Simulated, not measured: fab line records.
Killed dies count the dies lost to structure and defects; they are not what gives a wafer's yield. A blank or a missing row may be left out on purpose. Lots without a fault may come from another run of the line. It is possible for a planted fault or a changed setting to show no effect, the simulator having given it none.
What tool caused it?	flow gf180mcu	39 wafers from 13 lots sampled at 5 of the route's 602 steps

## WHAT THE GAUGES SHOWED, per wafer
GF_HV_LDD_OVL_MEAS_32. Usual: HV_LDD_02_OVL -0.5 nm, standard deviation 1.4.
lot	measured	on	HV_LDD_02_OVL (nm)	flag
L556	day 12 22:30	overlay-01	-3.1 -0.8 -1.6	
L558	day 13 16:35	overlay-01	-2.0 -0.2 -1.4	
L560	day 14 05:53	overlay-01	0.3 0.6 1.4	
L563	day 15 02:35	overlay-01	-0.4 0.9 3.1	
L564	day 15 17:01	overlay-02	-1.8 -0.2 -1.2	
L567	day 16 13:59	overlay-02	-0.2 -1.0 -1.6	
L568	day 16 19:38	overlay-01	0.1 -0.7 1.0	
L569	day 17 03:38	overlay-02	0.9 -0.7 0.6	
L572	day 18 03:24	overlay-02	0.9 -1.1 1.1	
L574	day 18 17:36	overlay-01	-0.2 0.1 -0.1	
L575	day 18 22:50	overlay-01	0.9 -0.9 -0.1	
L576	day 19 07:05	overlay-01	-0.9 -0.2 0.8	
L577	day 19 15:23	overlay-02	1.4 -0.4 0.1	

GF_HV_LDD_THK_MEAS_57. Usual: HV_LDD_CVD_56_THK 89.7 nm, standard deviation 0.89.
lot	measured	on	HV_LDD_CVD_56_THK (nm)	flag
L556	day 13 23:55	filmMetro-04	89.5 89.5 89.1	
L558	day 14 18:56	filmMetro-03	91.2 91.1 91.2	
L560	day 15 07:11	filmMetro-03	90.8 89.9 90.0	
L563	day 16 06:15	filmMetro-04	90.1 90.5 90.1	
L564	day 16 19:20	filmMetro-03	91.4 90.8 91.5	
L567	day 17 17:50	filmMetro-04	90.4 90.3 90.1	
L568	day 18 00:11	filmMetro-03	88.4 88.6 88.9	
L569	day 18 08:33	filmMetro-04	88.5 88.9 88.5	
L572	day 19 07:21	filmMetro-02	89.8 89.7 89.7	
L574	day 19 22:28	filmMetro-04	89.4 89.9 89.7	
L575	day 20 03:38	filmMetro-03	89.3 89.9 88.8	
L576	day 20 12:05	filmMetro-04	89.7 89.0 89.0	
L577	day 20 22:12	filmMetro-04	91.1 91.3 90.2	

GF_NSD_CD_MEAS_07: the cd target is 400 nm. Usual: cdNm at 399.9 nm, with a standard deviation of 1.9.
lot	measured	on	cdNm (nm)	flag
L556	day 14 21:52	cdSem-02	400.5 400.1 398.9	
L558	day 15 17:16	cdSem-01	397.7 399.0 398.4	
L560	day 16 05:46	cdSem-02	399.9 400.1 400.2	
L563	day 17 05:43	cdSem-01	399.7 399.8 398.6	
L564	day 17 19:19	cdSem-01	396.9 399.7 398.7	
L567	day 18 17:52	cdSem-02	399.2 398.3 399.9	
L568	day 18 23:46	cdSem-01	399.5 398.1 398.5	
L569	day 19 08:38	cdSem-02	400.2 401.9 399.2	
L572	day 20 08:42	cdSem-02	403.8 402.1 403.4	
L574	day 20 23:15	cdSem-01	401.0 401.8 403.7	
L575	day 21 04:31	cdSem-02	401.1 400.8 401.5	
L576	day 21 13:31	cdSem-01	402.4 403.1 403.7	
L577	day 21 23:08	cdSem-01	397.9 399.7 402.9	

## TOOL THAT RAN EACH LOT (tool first, then ch and the chambers of the sampled wafers, then the start)
lot	GF_HV_LDD_COAT_41	GF_HV_LDD_STRIP_49
L556	lithoTrack-02 ch 0, day 13 09:20	plasmaAsher-04 ch 0,1, day 13 20:29
L558	lithoTrack-04 ch 0, day 14 03:40	plasmaAsher-03 ch 0,1, day 14 15:34
L560	lithoTrack-04 ch 0, day 14 17:28	plasmaAsher-04 ch 0,1, day 15 04:17
L563	lithoTrack-04 ch 0, day 15 15:01	plasmaAsher-03 ch 0,1, day 16 02:49
L564	lithoTrack-03 ch 0, day 16 04:08	plasmaAsher-04 ch 0,1, day 16 16:25
L567	lithoTrack-04 ch 0, day 17 02:01	plasmaAsher-03 ch 0,1, day 17 14:55
L568	lithoTrack-03 ch 0, day 17 08:16	plasmaAsher-02 ch 0,1, day 17 21:16
L569	lithoTrack-04 ch 0, day 17 15:53	plasmaAsher-04 ch 0,1, day 18 05:07
L572	lithoTrack-03 ch 0, day 18 15:58	plasmaAsher-02 ch 0,1, day 19 04:28
L574	lithoTrack-03 ch 0, day 19 06:26	plasmaAsher-04 ch 0,1, day 19 19:34
L575	lithoTrack-04 ch 0, day 19 11:31	plasmaAsher-03 ch 0,1, day 20 00:43
L576	lithoTrack-03 ch 0, day 19 20:13	plasmaAsher-02 ch 0,1, day 20 09:10
L577	lithoTrack-04 ch 0, day 20 04:16	plasmaAsher-04 ch 0,1, day 20 18:04
- GF_HV_LDD_COAT_41: resist thk 1000 nm.
- GF_HV_LDD_STRIP_49: strips in O2/N2.

## AS READ BY THE TOOLS THEMSELVES (means over the sampled wafers that have a number; for cases with no such wafer, the mark the record gives instead)
GF_HV_LDD_COAT_41. Usual: spinSpeedRpm at 3000.6 rpm, with a standard deviation of 2.2.
lot	tool	spinSpeedRpm (rpm)	flag
L556	lithoTrack-02	3000.2	
L558	lithoTrack-04	3000.2	
L560	lithoTrack-04	2999.6	
L563	lithoTrack-04	2998.6	
L564	lithoTrack-03	2999.3	
L567	lithoTrack-04	2999.3	
L568	lithoTrack-03	3001.9	
L569	lithoTrack-04	2999.1	
L572	lithoTrack-03	2998.5	
L574	lithoTrack-03	3314.7	OFF
L575	lithoTrack-04	3001.6	
L576	lithoTrack-03	3319.4	OFF
L577	lithoTrack-04	3002.6	

GF_HV_LDD_STRIP_49. Usual: drypumpMotorCurrentA 6.0 A, standard deviation 0.33; heaterPowerW 331 W, standard deviation 39; oesProductAu 0.716 a.u., standard deviation 0.0045; stripTimeToEndpointS 12.63 s, standard deviation 0.032.
lot	tool	drypumpMotorCurrentA (A)	heaterPowerW (W)	oesProductAu (a.u.)	stripTimeToEndpointS (s)	flag
L556	plasmaAsher-04	5.6	361	0.719	12.67	
L558	plasmaAsher-03	6.3	300	0.715	12.66	
L560	plasmaAsher-04	5.6	362	0.715	12.62	
L563	plasmaAsher-03	6.1	308	0.710	12.63	
L564	plasmaAsher-04	5.7	337	0.717	12.63	
L567	plasmaAsher-03	6.3	302	0.715	12.59	
L568	plasmaAsher-02	6.0	335	0.714	12.66	
L569	plasmaAsher-04	5.7	363	0.712	12.63	
L572	plasmaAsher-02	6.0	335	0.713	12.61	
L574	plasmaAsher-04	5.7	338	0.720	12.10	OFF
L575	plasmaAsher-03	6.0	299	0.716	12.63	
L576	plasmaAsher-02	6.0	337	0.714	12.08	OFF
L577	plasmaAsher-04	5.7	336	0.718	12.65	

## THE ANSWER, worked out from the rows above alone
Rule: a lot counts as off when the mean over its wafers that have a number is more than 3 standard deviations away from the usual mean. A lot without any number at a reading at which 4 lots or more have one is off too. All remaining lots with rows at the step are treated as sound. First the gauges in route order, then the tools' own readings, where a lot's mean is used as printed above. The first step at which some lot is off is used, and at that step the reading that is off furthest; a lot without a number counts as furthest.
Off, at GF_HV_LDD_COAT_41 on spinSpeedRpm: L574, L576.
A tool fits if, at that step or a process step before it, it ran every lot that is off, and no sound lot after the first of them. One candidate fits, namely lithoTrack-03 at GF_HV_LDD_COAT_41. A fault onset in the window from L572 (day 18 15:58, its last sound lot) to L574 (day 19 06:26, its first lot off) fits.
The tool's own readings at GF_HV_LDD_COAT_41 bear it out: on the lots that are off they differ by more than 5 times the standard deviation of the sound lots' means. spinSpeedRpm reads 3317.1 rpm there against 3000.1 rpm on the sound lots.

## WHAT THE SIMULATOR PUT IN
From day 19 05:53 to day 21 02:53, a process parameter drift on lithoTrack-03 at GF_HV_LDD_COAT_41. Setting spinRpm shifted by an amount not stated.
Struck lots among those shown: L574, L576. The rule given above showed the same thing.
